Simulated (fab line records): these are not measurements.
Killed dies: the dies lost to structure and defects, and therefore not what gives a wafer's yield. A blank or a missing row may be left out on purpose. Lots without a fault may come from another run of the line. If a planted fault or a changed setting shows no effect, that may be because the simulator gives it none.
fab line records + flow sky130
record
- lots=10
- wafers=30
- last-day=49
route steps=708 shown SONOS_TUNNEL@161 SPACER@304 RES_XHIGH@340 PAD_OPEN@708
lots that met no fault: taken from a fault-free run of the same line
start-h: start of the lot's first displayed wafer, in hours after the record's first day + wait-h: hours since the lot's step before + " unchanged from the row above + L1.1+2: a single row standing in for several wafers + - no value, or no start was given + * or withheld: withheld + < > ~ a bound
route shown NAME@n: NAME is a module with steps in the file, n the number in the route of the first one + usual: mean/standard deviation taken from wafers without a fault + same: alike in all rows + chamber/n: place in a boat + sites: readings site by site + _std_site: the standard deviation of these + _edge_site: mean of outer sites minus mean of inner sites + radius-mm: how far each site lies from the wafer's centre + mask NAME#n: copy n + behind: tool/chamber where the wafer was last shaped + hold: reason for holding the lot/hours on hold/outcome of the hold + device: the n, p or np transistor that did not switch + end of line: the tests these same wafers got at the end of their route + a step without rows: its recipe alone + killed: dies that structure and defects cost at the first sort, which is not the same as the wafer's yield + map: per-die view of a wafer (x killed, . not killed, _ where there is no die)
set.NAME: the setting that was run; set.NAME@STEP: the one run at that earlier step + model.NAME: the simulator's own value behind a step, which no gauge read
steps of the route over a sample of lots; a table a step, a row a wafer
services: when a tool's chamber went out of use (start-h, in hours from the record's first day, below 0 if earlier), for how many hours, and the reason
## steps
# step SKY_SONOS_TUNNEL_CD_MEAS_07
# recipe
- target-cd-nm=410
# usual
- cd-nm=409.7/2.6
| lot.wafer | tool      | chamber | start-h | wait-h | cd-nm |
|-----------|-----------|---------|---------|--------|-------|
| L671.1    | cd-sem-01 | -       | 253.63  | 0.1    | 410.0 |
| L671.4    | "         | -       | "       | "      | 410.6 |
| L671.6    | "         | -       | "       | "      | 408.8 |
| L672.4    | cd-sem-02 | -       | 259.29  | 0.1    | 411.1 |
| L672.5    | "         | -       | "       | "      | 412.2 |
| L672.6    | "         | -       | "       | "      | 411.8 |
| L673.1    | cd-sem-01 | -       | 268.02  | 0.1    | 409.9 |
| L673.4    | "         | -       | "       | "      | 408.6 |
| L673.6    | "         | -       | "       | "      | 407.4 |
| L674.2    | cd-sem-02 | -       | 276.25  | 0.1    | 408.8 |
| L674.3    | "         | -       | "       | "      | 406.6 |
| L674.5    | "         | -       | "       | "      | 404.5 |
| L677.1    | cd-sem-01 | -       | 299.18  | 0.1    | 413.1 |
| L677.4    | "         | -       | "       | "      | 416.6 |
| L677.5    | "         | -       | "       | "      | 414.2 |
| L678.1    | cd-sem-02 | -       | 308.22  | 0.1    | 406.1 |
| L678.2    | "         | -       | "       | "      | 404.1 |
| L678.6    | "         | -       | "       | "      | 405.7 |
| L679.1    | cd-sem-01 | -       | 320.78  | 0.1    | 409.6 |
| L679.2    | "         | -       | "       | "      | 408.9 |
| L679.4    | "         | -       | "       | "      | 408.9 |
| L680.2    | cd-sem-01 | -       | 321.72  | 0.1    | 410.9 |
| L680.3    | "         | -       | "       | "      | 412.3 |
| L680.6    | "         | -       | "       | "      | 410.2 |
| L687.2    | cd-sem-01 | -       | 383.89  | 0.1    | 412.9 |
| L687.4    | "         | -       | "       | "      | 414.4 |
| L687.6    | "         | -       | "       | "      | 413.4 |
| L688.1    | cd-sem-02 | -       | 392.48  | 0.1    | 407.0 |
| L688.3    | "         | -       | "       | "      | 406.2 |
| L688.5    | "         | -       | "       | "      | 409.0 |
# step SKY_SONOS_TUNNEL_OVL_MEAS_08
# usual
- SONOS_TUNNEL_OVL=1.1/1.2
| lot.wafer | tool       | chamber | start-h | wait-h | SONOS_TUNNEL_OVL[nm] |
|-----------|------------|---------|---------|--------|----------------------|
| L671.1    | overlay-01 | -       | 253.75  | 0.1    | 1.7                  |
| L671.4    | "          | -       | "       | "      | 1.9                  |
| L671.6    | "          | -       | "       | "      | 3.1                  |
| L672.4    | overlay-01 | -       | 259.37  | 0.1    | 0.0                  |
| L672.5    | "          | -       | "       | "      | 1.5                  |
| L672.6    | "          | -       | "       | "      | 1.3                  |
| L673.1    | overlay-01 | -       | 268.14  | 0.1    | 0.4                  |
| L673.4    | "          | -       | "       | "      | 1.6                  |
| L673.6    | "          | -       | "       | "      | 1.0                  |
| L674.2    | overlay-02 | -       | 276.36  | 0.1    | 0.1                  |
| L674.3    | "          | -       | "       | "      | 0.7                  |
| L674.5    | "          | -       | "       | "      | 2.3                  |
| L677.1    | overlay-01 | -       | 299.30  | 0.1    | 0.7                  |
| L677.4    | "          | -       | "       | "      | 2.3                  |
| L677.5    | "          | -       | "       | "      | 0.3                  |
| L678.1    | overlay-01 | -       | 308.34  | 0.1    | 1.2                  |
| L678.2    | "          | -       | "       | "      | 1.3                  |
| L678.6    | "          | -       | "       | "      | 0.7                  |
| L679.1    | overlay-02 | -       | 320.90  | 0.1    | -0.9                 |
| L679.2    | "          | -       | "       | "      | -2.8                 |
| L679.4    | "          | -       | "       | "      | -2.1                 |
| L680.2    | overlay-02 | -       | 321.82  | 0.1    | -0.2                 |
| L680.3    | "          | -       | "       | "      | 0.5                  |
| L680.6    | "          | -       | "       | "      | -0.9                 |
| L687.2    | overlay-02 | -       | 383.99  | 0.1    | 0.2                  |
| L687.4    | "          | -       | "       | "      | 1.6                  |
| L687.6    | "          | -       | "       | "      | 0.4                  |
| L688.1    | overlay-02 | -       | 392.60  | 0.1    | 2.4                  |
| L688.3    | "          | -       | "       | "      | 1.7                  |
| L688.5    | "          | -       | "       | "      | 2.5                  |
# step SKY_SPACER_CVD_00
# recipe
- material=Si3N4
- precursor=DCS/NH3
- target-thk-nm=43.1
- temp-c=770
- time-s=740
- pressure-mtorr=250
# usual
- spike-tc-bottom-C=789.3/1.5
- spike-tc-centre-C=770.3/1
- spike-tc-lower-C=770.8/1.6
- spike-tc-top-C=782.2/1.4
- spike-tc-upper-C=769.2/1.3
- susceptor-temp-C=770.0/0.32
- zone-power-bottom-pct=21.0/0.88
- zone-power-lower-pct=13.0/2.1
| lot.wafer | tool     | chamber | start-h | wait-h | spike-tc-bottom-C | spike-tc-centre-C | spike-tc-lower-C | spike-tc-top-C | spike-tc-upper-C | susceptor-temp-C | zone-power-bottom-pct | zone-power-lower-pct |
|-----------|----------|---------|---------|--------|-------------------|-------------------|------------------|----------------|------------------|------------------|-----------------------|----------------------|
| L671.1    | lpcvd-02 | 1       | 531.05  | 0.4    | 790.3             | 770.8             | 768.2            | 782.1          | 767.1            | 769.9            | 19.7                  | 10.5                 |
| L671.4    | "        | 1       | "       | "      | 790.9             | 770.2             | 768.9            | 781.5          | 768.7            | 770.3            | 19.6                  | 10.6                 |
| L671.6    | "        | 1       | "       | "      | 791.5             | 770.9             | 768.5            | 784.2          | 768.4            | 770.1            | 19.7                  | 10.2                 |
| L672.4    | lpcvd-02 | 0       | 542.29  | 0.0    | 787.8             | 770.4             | 773.3            | 783.3          | 769.4            | 769.8            | 21.7                  | 14.8                 |
| L672.5    | "        | 0       | "       | "      | 788.7             | 770.2             | 772.7            | 780.9          | 770.4            | 770.5            | 21.9                  | 14.9                 |
| L672.6    | "        | 0       | "       | "      | 788.0             | 770.7             | 772.6            | 780.7          | 770.4            | 770.5            | 21.9                  | 14.7                 |
| L673.1    | lpcvd-02 | 0       | 544.34  | 0.0    | 790.3             | 769.2             | 771.0            | 781.9          | 769.4            | 770.0            | 21.9                  | 14.6                 |
| L673.4    | "        | 0       | "       | "      | 787.6             | 770.8             | 771.6            | 780.9          | 770.5            | 770.2            | 22.0                  | 14.7                 |
| L673.6    | "        | 0       | "       | "      | 788.6             | 771.4             | 772.5            | 781.8          | 768.1            | 769.7            | 21.4                  | 14.8                 |
| L674.2    | lpcvd-02 | 0       | 557.35  | 0.0    | 787.9             | 769.6             | 771.8            | 780.7          | 769.7            | 770.1            | 21.7                  | 15.0                 |
| L674.3    | "        | 0       | "       | "      | 788.0             | 770.6             | 770.5            | 780.7          | 770.0            | 770.0            | 21.4                  | 14.9                 |
| L674.5    | "        | 0       | "       | "      | 787.3             | 769.3             | 772.3            | 781.3          | 770.0            | 770.1            | 22.0                  | 14.9                 |
| L677.1    | lpcvd-02 | 0       | 580.93  | 0.0    | 788.7             | 769.8             | 770.8            | 781.5          | 768.8            | 769.8            | 21.8                  | 14.9                 |
| L677.4    | "        | 0       | "       | "      | 789.1             | 769.3             | 771.2            | 779.5          | 771.5            | 770.4            | 21.5                  | 14.8                 |
| L677.5    | "        | 0       | "       | "      | 788.5             | 770.4             | 772.3            | 781.6          | 771.4            | 769.9            | 21.2                  | 14.7                 |
| L678.1    | lpcvd-02 | 1       | 599.70  | 3.4    | 790.2             | 771.1             | 770.8            | 783.8          | 769.2            | 769.4            | 20.3                  | 10.5                 |
| L678.2    | "        | 1       | "       | "      | 792.0             | 768.4             | 767.9            | 782.8          | 768.0            | 770.0            | 19.7                  | 10.7                 |
| L678.6    | "        | 1       | "       | "      | 790.9             | 770.8             | 767.4            | 782.7          | 767.5            | 769.3            | 19.8                  | 10.4                 |
| L679.1    | lpcvd-02 | 1       | 615.70  | 2.3    | 789.5             | 770.6             | 768.7            | 781.2          | 767.9            | 770.5            | 20.3                  | 10.5                 |
| L679.2    | "        | 1       | "       | "      | 790.7             | 769.7             | 769.5            | 783.6          | 767.5            | 770.3            | 19.8                  | 10.4                 |
| L679.4    | "        | 1       | "       | "      | 791.5             | 770.4             | 768.4            | 784.0          | 769.0            | 770.2            | 20.1                  | 10.7                 |
| L680.2    | lpcvd-02 | 1       | 615.70  | 0.3    | 789.3             | 770.5             | 771.1            | 783.9          | 767.4            | 769.7            | 20.2                  | 10.7                 |
| L680.3    | "        | 1       | "       | "      | 791.8             | 769.4             | 769.2            | 783.8          | 766.6            | 770.3            | 20.0                  | 10.5                 |
| L680.6    | "        | 1       | "       | "      | 789.9             | 770.7             | 768.6            | 783.9          | 767.7            | 770.4            | 20.1                  | 10.7                 |
| L687.2    | lpcvd-02 | 0       | 679.21  | 0.1    | 799.4             | 780.0             | 783.5            | 792.8          | 779.1            | 780.6            | 22.3                  | 15.0                 |
| L687.4    | "        | 0       | "       | "      | 798.3             | 782.4             | 781.6            | 789.3          | 780.4            | 780.4            | 22.3                  | 15.0                 |
| L687.6    | "        | 0       | "       | "      | 799.7             | 779.3             | 782.1            | 792.6          | 781.2            | 780.1            | 22.2                  | 15.3                 |
| L688.1    | lpcvd-02 | 1       | 686.64  | 0.0    | 801.6             | 779.6             | 779.3            | 792.9          | 777.3            | 780.3            | 20.9                  | 10.8                 |
| L688.3    | "        | 1       | "       | "      | 800.4             | 780.6             | 777.4            | 793.5          | 777.9            | 780.0            | 20.3                  | 10.8                 |
| L688.5    | "        | 1       | "       | "      | 800.1             | 779.2             | 778.2            | 793.0          | 778.0            | 780.7            | 20.7                  | 10.8                 |
# step SKY_SPACER_THK_MEAS_01
# recipe
- reads=Si3N4_of_SPACER_CVD_00
# usual
- SPACER_CVD_00_THK=43.2/0.39
| lot.wafer | tool          | chamber | start-h | wait-h | hold                     | SPACER_CVD_00_THK[nm] |
|-----------|---------------|---------|---------|--------|--------------------------|-----------------------|
| L671.1    | film-metro-02 | -       | 532.25  | 0.0    | -                        | 43.5                  |
| L671.4    | "             | -       | "       | "      | -                        | 43.3                  |
| L671.6    | "             | -       | "       | "      | -                        | 43.1                  |
| L672.4    | film-metro-04 | -       | 543.53  | 0.0    | -                        | 42.4                  |
| L672.5    | "             | -       | "       | "      | -                        | 42.7                  |
| L672.6    | "             | -       | "       | "      | -                        | 42.5                  |
| L673.1    | film-metro-03 | -       | 545.55  | 0.0    | -                        | 42.9                  |
| L673.4    | "             | -       | "       | "      | -                        | 42.3                  |
| L673.6    | "             | -       | "       | "      | -                        | 43.0                  |
| L674.2    | film-metro-03 | -       | 558.56  | 0.0    | -                        | 42.7                  |
| L674.3    | "             | -       | "       | "      | -                        | 42.5                  |
| L674.5    | "             | -       | "       | "      | -                        | 42.7                  |
| L677.1    | film-metro-02 | -       | 582.13  | 0.0    | -                        | 43.1                  |
| L677.4    | "             | -       | "       | "      | -                        | 43.3                  |
| L677.5    | "             | -       | "       | "      | -                        | 43.4                  |
| L678.1    | film-metro-03 | -       | 601.51  | 0.0    | -                        | 42.7                  |
| L678.2    | "             | -       | "       | "      | -                        | 43.1                  |
| L678.6    | "             | -       | "       | "      | -                        | 43.0                  |
| L679.1    | film-metro-04 | -       | 616.90  | 0.0    | -                        | 42.8                  |
| L679.2    | "             | -       | "       | "      | -                        | 43.0                  |
| L679.4    | "             | -       | "       | "      | -                        | 42.9                  |
| L680.2    | film-metro-03 | -       | 616.91  | 0.0    | -                        | 43.6                  |
| L680.3    | "             | -       | "       | "      | -                        | 43.6                  |
| L680.6    | "             | -       | "       | "      | -                        | 43.3                  |
| L687.2    | film-metro-02 | -       | 680.43  | 0.0    | await-dispo/0.2h/release | 52.4                  |
| L687.4    | "             | -       | "       | "      | await-dispo/0.2h/release | 52.4                  |
| L687.6    | "             | -       | "       | "      | await-dispo/0.2h/release | 52.2                  |
| L687.2    | film-metro-02 | -       | 680.66  | 0.2    | -                        | 52.4                  |
| L687.4    | "             | -       | "       | "      | -                        | 52.4                  |
| L687.6    | "             | -       | "       | "      | -                        | 52.1                  |
| L688.1    | film-metro-04 | -       | 687.85  | 0.0    | await-dispo/0.2h/release | 52.7                  |
| L688.3    | "             | -       | "       | "      | await-dispo/0.2h/release | 53.1                  |
| L688.5    | "             | -       | "       | "      | await-dispo/0.2h/release | 52.8                  |
| L688.1    | film-metro-04 | -       | 688.08  | 0.2    | -                        | 52.7                  |
| L688.3    | "             | -       | "       | "      | -                        | 53.1                  |
| L688.5    | "             | -       | "       | "      | -                        | 52.8                  |
# step SKY_SPACER_ETCHBACK_02
# recipe
- chemistry=CH3F/O2
- target=Si3N4
- stop-on=SiO2
- source-w=400
- bias-w=80
- pressure-mtorr=25
- ch3f-flow-sccm=40
- O2_flow_sccm=30
- time-s=46.7
- target-depth-a=450
# usual
- drypump-motor-current-A=5.7/0.44
- oes-product-au=0.856/0.0061
- rf-fwd-power-W=396.1/1.6
- throttle-valve-pct=10.564/0.0091
| lot.wafer | tool        | chamber | start-h | wait-h | hold                      | drypump-motor-current-A | oes-product-au | rf-fwd-power-W | rf-hours-counter-h | throttle-valve-pct |
|-----------|-------------|---------|---------|--------|---------------------------|-------------------------|----------------|----------------|--------------------|--------------------|
| L671.1    | rie-diel-03 | 0       | 532.31  | 0.1    | -                         | 5.6                     | 0.864          | 395.7          | 81                 | 10.551             |
| L671.4    | "           | 0       | "       | "      | -                         | 5.6                     | 0.868          | 395.7          | -                  | 10.566             |
| L671.6    | "           | 1       | "       | "      | -                         | 5.2                     | 0.856          | 395.0          | -                  | 10.569             |
| L672.4    | rie-diel-02 | 1       | 543.58  | 0.0    | -                         | 6.1                     | 0.851          | 395.8          | -                  | 10.557             |
| L672.5    | "           | 3       | "       | "      | -                         | 6.5                     | 0.850          | 397.6          | -                  | 10.556             |
| L672.6    | "           | 2       | "       | "      | -                         | 5.9                     | 0.847          | 396.8          | -                  | 10.558             |
| L673.1    | rie-diel-03 | 3       | 545.61  | 0.1    | -                         | 5.5                     | 0.851          | 392.4          | 14                 | 10.557             |
| L673.4    | "           | 3       | "       | "      | -                         | 5.6                     | 0.845          | 393.1          | -                  | 10.569             |
| L673.6    | "           | 3       | "       | "      | -                         | 5.5                     | 0.854          | 391.2          | -                  | 10.554             |
| L674.2    | rie-diel-04 | 3       | 558.61  | 0.0    | -                         | 5.4                     | 0.852          | 395.2          | 3                  | 10.569             |
| L674.3    | "           | 1       | "       | "      | -                         | 6.3                     | 0.848          | 396.4          | 52                 | 10.568             |
| L674.5    | "           | 0       | "       | "      | -                         | 4.9                     | 0.857          | 396.4          | -                  | 10.565             |
| L677.1    | rie-diel-02 | 0       | 582.19  | 0.1    | -                         | 5.6                     | 0.853          | 399.0          | 65                 | 10.554             |
| L677.4    | "           | 2       | "       | "      | -                         | 5.9                     | 0.863          | 394.2          | 12                 | 10.566             |
| L677.5    | "           | 3       | "       | "      | -                         | 6.5                     | 0.851          | 397.7          | -                  | 10.554             |
| L678.1    | rie-diel-02 | 3       | 601.57  | 0.1    | -                         | 6.4                     | 0.848          | 396.8          | 30                 | 10.576             |
| L678.2    | "           | 2       | "       | "      | -                         | 5.9                     | 0.862          | 397.8          | 12                 | 10.576             |
| L678.6    | "           | 0       | "       | "      | -                         | 5.6                     | 0.845          | 396.6          | -                  | 10.575             |
| L679.1    | rie-diel-03 | 0       | 616.96  | 0.1    | -                         | 5.6                     | 0.845          | 397.5          | 1                  | 10.561             |
| L679.2    | "           | 1       | "       | "      | -                         | 5.2                     | 0.856          | 394.2          | 1                  | 10.571             |
| L679.4    | "           | 3       | "       | "      | -                         | 5.5                     | 0.859          | 395.3          | 16                 | 10.563             |
| L680.2    | rie-diel-02 | 2       | 616.96  | 0.0    | -                         | 5.9                     | 0.866          | 394.1          | 12                 | 10.563             |
| L680.3    | "           | 0       | "       | "      | -                         | 5.6                     | 0.866          | 398.6          | 65                 | 10.563             |
| L680.6    | "           | 1       | "       | "      | -                         | 6.2                     | 0.855          | 396.7          | -                  | 10.566             |
| L687.2    | rie-diel-03 | 0       | 691.70  | 11.0   | await-dispo/11.0h/release | 5.6                     | 0.952          | 395.0          | 2                  | 10.575             |
| L687.4    | "           | 2       | "       | "      | await-dispo/11.0h/release | 5.8                     | 0.958          | 396.3          | -                  | 10.562             |
| L687.6    | "           | 3       | "       | "      | await-dispo/11.0h/release | 5.5                     | 0.958          | 394.6          | -                  | 10.589             |
| L688.1    | rie-diel-02 | 1       | 693.14  | 5.1    | await-dispo/5.0h/release  | 6.1                     | 0.955          | 398.5          | 44                 | 10.567             |
| L688.3    | "           | 2       | "       | "      | await-dispo/5.0h/release  | 5.9                     | 0.968          | 396.2          | 15                 | 10.579             |
| L688.5    | "           | 3       | "       | "      | await-dispo/5.0h/release  | 6.4                     | 0.966          | 394.2          | -                  | 10.566             |
# step SKY_RES_XHIGH_STRIP_08
# recipe
- chemistry=O2/N2
- power-w=1400
- pressure-mtorr=1500
- platen-temp-c=withheld
- o2-flow-sccm=3000
- n2-flow-sccm=300
- overash-fraction=0.5
# usual
- drypump-motor-current-A=5.9/0.36
- oes-product-au=0.711/0.0041
- strip-time-to-endpoint-s=14.27/0.033
# same
- overash-fraction=0.5
| lot.wafer | tool            | chamber | start-h | wait-h | drypump-motor-current-A | oes-product-au | rf-hours-counter-h | strip-time-to-endpoint-s |
|-----------|-----------------|---------|---------|--------|-------------------------|----------------|--------------------|--------------------------|
| L671.1    | plasma-asher-02 | 1       | 624.02  | 0.1    | 6.3                     | 0.705          | 47                 | 14.28                    |
| L671.4    | "               | 1       | "       | "      | 6.2                     | 0.707          | -                  | 14.29                    |
| L671.6    | "               | 1       | "       | "      | 6.3                     | 0.709          | -                  | 14.28                    |
| L672.4    | plasma-asher-03 | 1       | 632.51  | 0.1    | 6.1                     | 0.706          | -                  | 14.26                    |
| L672.5    | "               | 1       | "       | "      | 6.1                     | 0.711          | -                  | 14.29                    |
| L672.6    | "               | 0       | "       | "      | 5.9                     | 0.707          | -                  | 14.24                    |
| L673.1    | plasma-asher-03 | 1       | 635.82  | 0.1    | 6.1                     | 0.714          | 94                 | 14.23                    |
| L673.4    | "               | 0       | "       | "      | 5.9                     | 0.717          | -                  | 14.24                    |
| L673.6    | "               | 0       | "       | "      | 5.9                     | 0.704          | -                  | 14.28                    |
| L674.2    | plasma-asher-02 | 0       | 646.48  | 0.1    | 5.7                     | 0.708          | 49                 | 14.29                    |
| L674.3    | "               | 1       | "       | "      | 6.2                     | 0.712          | -                  | 14.28                    |
| L674.5    | "               | 0       | "       | "      | 5.7                     | 0.714          | -                  | 14.27                    |
| L677.1    | plasma-asher-02 | 0       | 670.92  | 0.1    | 5.7                     | 0.713          | 52                 | 14.27                    |
| L677.4    | "               | 1       | "       | "      | 6.2                     | 0.712          | -                  | 14.25                    |
| L677.5    | "               | 1       | "       | "      | 6.3                     | 0.713          | -                  | 14.25                    |
| L678.1    | plasma-asher-01 | 0       | 689.34  | 0.1    | 6.3                     | 0.717          | 26                 | 14.28                    |
| L678.2    | "               | 1       | "       | "      | 5.1                     | 0.715          | 26                 | 14.28                    |
| L678.6    | "               | 1       | "       | "      | 5.1                     | 0.711          | -                  | 14.29                    |
| L679.1    | plasma-asher-02 | 1       | 704.17  | 0.1    | 6.2                     | 0.715          | 55                 | 14.23                    |
| L679.2    | "               | 0       | "       | "      | 5.7                     | 0.709          | 55                 | 14.26                    |
| L679.4    | "               | 1       | "       | "      | 6.2                     | 0.716          | -                  | 14.23                    |
| L680.2    | plasma-asher-03 | 0       | 704.47  | 0.1    | 6.0                     | 0.709          | 101                | 14.28                    |
| L680.3    | "               | 1       | "       | "      | 6.1                     | 0.715          | -                  | 14.31                    |
| L680.6    | "               | 0       | "       | "      | 5.9                     | 0.715          | -                  | 14.29                    |
| L687.2    | plasma-asher-02 | 1       | 764.43  | 0.1    | 6.2                     | 0.717          | 61                 | 14.26                    |
| L687.4    | "               | 1       | "       | "      | 6.2                     | 0.708          | -                  | 14.30                    |
| L687.6    | "               | 1       | "       | "      | 6.2                     | 0.717          | -                  | 14.25                    |
| L688.1    | plasma-asher-02 | 1       | 771.23  | 0.1    | 6.2                     | 0.707          | 62                 | 14.29                    |
| L688.3    | "               | 1       | "       | "      | 6.2                     | 0.713          | -                  | 14.32                    |
| L688.5    | "               | 0       | "       | "      | 5.7                     | 0.713          | -                  | 14.32                    |
# step SKY_PAD_OPEN_PROBE_99
# usual
- killed_at_M0_to_M3=42/6.3
- killed_at_M4_up=2.8/1.9
- killed-at-contacts=23/5.3
- killed-at-front-end=16/4.3
- killed-at-other=0.2/0.51
- killed-dies=84/9.3
- killed-open=46/7.6
- killed-short=38/6.3
# same
- gross-dies=492
- killed-at-back-side=0
| lot.wafer | tool      | chamber | start-h | wait-h | killed_at_M0_to_M3 | killed_at_M4_up | killed-at-contacts | killed-at-front-end | killed-at-other | killed-dies | killed-open | killed-short |
|-----------|-----------|---------|---------|--------|--------------------|-----------------|--------------------|---------------------|-----------------|-------------|-------------|--------------|
| L687.6    | prober-02 | -       | 1178.20 | 0.2    | 51                 | 3               | 42                 | 24                  | 0               | 120         | 69          | 47           |
| L688.3    | prober-02 | -       | 1186.00 | 0.2    | 38                 | 1               | 10                 | 15                  | 0               | 64          | 34          | 27           |
| L688.5    | prober-02 | -       | 1186.10 | 0.2    | 37                 | 5               | 28                 | 10                  | 0               | 80          | 44          | 35           |
# killed by level:class
L687.6 CONTACT:geometric-particle:open=16 METAL1:geometric-particle:short=10 VIA1:geometric-particle:open=9 VIA2:geometric-particle:open=8 LI_CONTACT:geometric-particle:short=7 LOCAL_INTERCONNECT:geometric-particle:short=7 LI_CONTACT:geometric-particle:open=6 VIA3:geometric-particle:open=6
L688.3 VIA1:geometric-particle:open=13 VIA2:geometric-particle:open=6 VIA3:geometric-particle:open=5 CONTACT:geometric-particle:open=4 SPACER:geometric-particle:short=3 CONTACT:geometric-particle:short=3 METAL1:geometric-particle:short=3 METAL2:geometric-particle:short=3
L688.5 CONTACT:geometric-particle:open=10 LI_CONTACT:geometric-particle:open=9 VIA1:geometric-particle:open=7 VIA1:geometric-particle:short=6 CONTACT:geometric-particle:short=5 METAL4:geometric-particle:short=5 VIA2:geometric-particle:open=4 METAL3:geometric-particle:short=4
## services
| tool            | chamber | start-h | hours | kind   |
|-----------------|---------|---------|-------|--------|
| rie-diel-04     | 3       | 523.38  | 1.6   | repair |
| plasma-asher-03 | -       | 529.27  | 11.5  | repair |
| rie-diel-03     | 3       | 530.35  | 7.9   | repair |
| rie-diel-02     | 0       | 536.35  | 23.3  | repair |
| rie-diel-04     | 1       | 538.26  | 9.1   | repair |
| rie-diel-03     | 2       | 538.53  | 15.4  | repair |
| plasma-asher-02 | -       | 551.50  | 1.8   | repair |
| plasma-asher-02 | -       | 568.99  | 3.5   | repair |
| rie-diel-03     | -       | 573.81  | 0.8   | repair |
| lpcvd-02        | -       | 607.18  | 6.1   | pm     |
| rie-diel-02     | -       | 608.28  | 0.9   | repair |
| rie-diel-02     | 2       | 629.19  | 10.3  | repair |
| lpcvd-02        | -       | 630.06  | 2.8   | pm     |
| plasma-asher-01 | -       | 636.09  | 1.2   | repair |
| rie-diel-02     | 0       | 654.42  | 16.7  | repair |
| rie-diel-04     | 1       | 676.55  | 17.4  | repair |
| rie-diel-03     | 1       | 678.69  | 3.0   | repair |
| rie-diel-02     | 1       | 696.65  | 7.3   | repair |
| rie-diel-03     | 1       | 713.13  | 6.5   | repair |
| rie-diel-02     | 3       | 713.90  | 2.2   | repair |
| rie-diel-02     | 3       | 730.84  | 21.7  | repair |
| plasma-asher-03 | -       | 733.75  | 9.0   | pm     |
| rie-diel-02     | 1       | 753.66  | 39.3  | repair |
| lpcvd-02        | -       | 767.97  | 6.0   | pm     |
## key
first-sign
- step=SKY_SPACER_CVD_00
- reading=susceptor-temp-C
- direction=up
- sigmas=32
- usual=*
- struck=*
effect
- step=SKY_SPACER_CVD_00
- reading=spike-tc-centre-C
- direction=up
- sigmas=9.5
- usual=770.3
- struck=780.2
effect
- step=SKY_SPACER_THK_MEAS_01
- reading=visit
- direction=added
effect
- step=SKY_SPACER_THK_MEAS_01
- reading=SPACER_CVD_00_THK
- direction=up
- sigmas=24
- usual=43.2
- struck=52.6
effect
- step=SKY_SPACER_ETCHBACK_02
- reading=oes-product-au
- direction=up
- sigmas=17
- usual=0.856
- struck=0.959
met-at SKY_SPACER_CVD_00
struck-lots L687,L688
tester-left-out L687,L688
not-acting-at SKY_SONOS_TUNNEL_CD_MEAS_07,SKY_SONOS_TUNNEL_OVL_MEAS_08,SKY_RES_XHIGH_STRIP_08
onset-between 615.70 679.21
fault
- kind=process-parameter-drift
- tool=lpcvd-02
- chamber=-
- onset-h=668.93
- steps=SKY_SPACER_CVD_00
- channel=temp-c
- offset=*
- shape=step
- end-h=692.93
- acts-in=*
- stated=*
# tester-left-out: of these lots the tester's yield and bins aren't shown, on N5 and GAA mostly nor the transistor test; their killed dies are dies lost to structure and defects alone, not to doping, threshold or leakage, so they don't give the yield
